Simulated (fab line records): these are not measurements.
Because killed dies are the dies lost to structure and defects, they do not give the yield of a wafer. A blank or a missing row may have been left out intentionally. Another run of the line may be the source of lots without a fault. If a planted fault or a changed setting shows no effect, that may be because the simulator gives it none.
Matching of chambers | flow gf180mcu | GF_CONTACT_CVD_02 on pecvd-02: 3 sister chambers
The step deposits SiO2 from TEOS, target thk 860 nm, time 95.992 s. 6 wafers are shown with their chamber, then 8 later ones without.

EACH WAFER AND ITS CHAMBER
wafer  | chamber | heater power w (W)
L746.6 | 0       | 622
L748.3 | 2       | 704
L748.4 | 2       | 728
L756.5 | 0       | 689
L756.6 | 1       | 805
L757.1 | 1       | 759

WAFERS MISSING THEIR CHAMBER
wafer  | heater power w (W)
L757.4 | 783
L757.5 | 716
L765.1 | 680
L765.2 | 745
L765.5 | 740
L766.3 | 788
L766.5 | 809
L766.6 | 636

THE CHAMBER EACH PASSED THROUGH
wafer  | from the rows above          | in truth
L757.4 | can't be placed: 1 or 2      | 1
L757.5 | can't be placed: 2 or 0 or 1 | 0
L765.1 | can't be placed: 0 or 2      | 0
L765.2 | can't be placed: 2 or 1 or 0 | 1
L765.5 | can't be placed: 2 or 1 or 0 | 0
L766.3 | can't be placed: 1 or 2      | 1
L766.5 | can't be placed: 1 or 2      | 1
L766.6 | can't be placed: 0 or 2      | 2
Correctly placed: 0 of 8. Cannot be placed on the basis of these rows: 8; the candidates contain the true chamber in 8. Number placed wrongly: 0.
How it was worked out, from the rows above alone: a wafer's distance from a chamber is the root of the sum, over the readings, of the square of ((its reading less the chamber's mean) divided by the reading's scatter). The wafer belongs to the nearest chamber; if the next one is less than 2 further off, it can't be placed. The mean given for a chamber averages the wafers shown for that chamber. The scatter: the root of (the sum of the squares of (reading less its chamber's mean) over the shown wafers, divided by (wafers less chambers)).
